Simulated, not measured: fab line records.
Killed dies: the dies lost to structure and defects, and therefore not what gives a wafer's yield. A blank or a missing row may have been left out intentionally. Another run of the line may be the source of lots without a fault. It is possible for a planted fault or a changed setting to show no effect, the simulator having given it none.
One fault seen from 2 desks	flow sky130	only its own numbers are on each desk; what lay behind them is given at the end

AT THE TOOL OWNER'S DESK: lpcvd-03
The tool's own readings at SKY_SONOS_ONO_CVD_04 (deposits SiO2 from SiH4/N2O, target thk 5.7199 nm): means of the sampled wafers that have a number, for each lot that ran on this tool. If a lot's mean is further than 4 standard deviations from the usual mean, the lot is out of limits and carries the mark OUT (the distance appears in the brackets).
Columns: A = spikeTcBottomC at SKY_SONOS_ONO_CVD_04, usual 917.7 C; B = spikeTcCentreC at SKY_SONOS_ONO_CVD_04, usual 900.7 C; C = spikeTcLowerC at SKY_SONOS_ONO_CVD_04, usual 898.5 C; D = spikeTcTopC at SKY_SONOS_ONO_CVD_04, usual 911.6 C; E = spikeTcUpperC at SKY_SONOS_ONO_CVD_04, usual 899.9 C; F = susceptorTempC at SKY_SONOS_ONO_CVD_04, usual 900.0 C
lot	first seen here	A	B	C	D	E	F
L814	day 11 23:07	917.9	900.7	899.0	911.6	900.0	900.1
L816	day 12 06:56	918.3	900.4	899.3	910.7	899.6	899.9
L819	day 13 09:13	928.0 (+9.4) OUT	911.9 (+11) OUT	908.9 (+8.7) OUT	921.3 (+9.7) OUT	909.8 (+8.3) OUT	910.9 (+27) OUT
L820	day 13 19:40	926.3 (+7.8) OUT	911.2 (+10) OUT	907.3 (+7.3) OUT	922.8 (+11) OUT	911.1 (+9.4) OUT	910.4 (+25) OUT
L821	day 14 05:35	926.9 (+8.3) OUT	911.2 (+11) OUT	908.4 (+8.2) OUT	922.4 (+11) OUT	911.9 (+10) OUT	910.0 (+24) OUT
L830	day 17 09:21	918.8	900.2	898.7	910.8	899.6	899.9
L831	day 17 17:41	918.1	900.8	898.4	911.9	899.8	900.2
L832	day 17 21:44	917.6	900.4	897.8	912.4	900.6	899.8
L833	day 18 08:59	916.8	900.8	897.3	911.6	901.2	899.7
L834	day 18 12:17	918.0	900.0	899.1	910.5	899.3	899.8
L835	day 19 00:20	917.3	900.7	899.1	912.1	899.8	900.4
L836	day 19 08:26	917.1	900.5	898.6	912.1	900.7	899.3
This desk's finding: out of limits on L819, L820, L821; first on L819, day 13 09:13 (spikeTcBottomC at SKY_SONOS_ONO_CVD_04). Within limits: L814, L816, L830, L831, L832, L833, L834, L835, L836.

FROM THE METROLOGY DESK
What the gauges read, lot by lot, whatever tool the lot ran on: means of the sampled wafers that have a number. If a lot's mean is further than 4 standard deviations from the usual mean, the lot is out of limits and carries the mark OUT (the distance appears in the brackets).
Columns: A = cdNm at SKY_FIELD_ISO_CD_MEAS_13, usual 150.3 nm; B = SONOS_ONO_CVD_04_THK at SKY_SONOS_ONO_THK_MEAS_05, usual 5.73 nm; C = cdNm at SKY_POLY_GATE_CD_MEAS_13, usual 149.9 nm
lot	first seen here	A	B	C
L814	day 2 10:31	151.3	5.73	153.3
L816	day 2 19:53	150.9	5.69	152.2
L819	day 3 11:00	151.7	6.62 (+8.9) OUT	148.9
L820	day 3 15:55	149.2	6.75 (+10) OUT	150.6
L821	day 3 22:56	150.2	6.59 (+8.6) OUT	151.6
L830	day 5 22:48	149.6	5.77	149.8
L831	day 6 03:57	150.0	5.74	149.7
L832	day 6 06:48	148.4	5.79	147.9
L833	day 6 12:10	150.8	5.76	151.4
L834	day 6 18:01	150.7	5.73	148.5
L835	day 7 01:30	150.8	5.80	148.6
L836	day 7 04:38	150.2	5.80	150.1
Per this desk, out of limits: L819, L820, L821; the first was L819, day 13 10:28 (SONOS_ONO_CVD_04_THK at SKY_SONOS_ONO_THK_MEAS_05). Within limits: L814, L816, L830, L831, L832, L833, L834, L835, L836.

TAKEN TOGETHER
At day 13 09:13, on L819, L820, L821, the tool owner's desk was in a position to raise an alarm.
The metrology desk could have raised an alarm at day 13 10:28, on L819, L820, L821.
All the named lots went through SKY_SONOS_ONO_CVD_04 on lpcvd-03.

WHAT THE SIMULATOR HAD PUT IN
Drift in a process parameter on lpcvd-03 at SKY_SONOS_ONO_CVD_04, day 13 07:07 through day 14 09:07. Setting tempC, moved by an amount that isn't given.
Lots struck among those shown: L819, L820, L821.
Delay (hours) between the fault's onset and each desk's first out-of-limits reading: 2 at the tool owner's desk, 3 at the metrology desk.
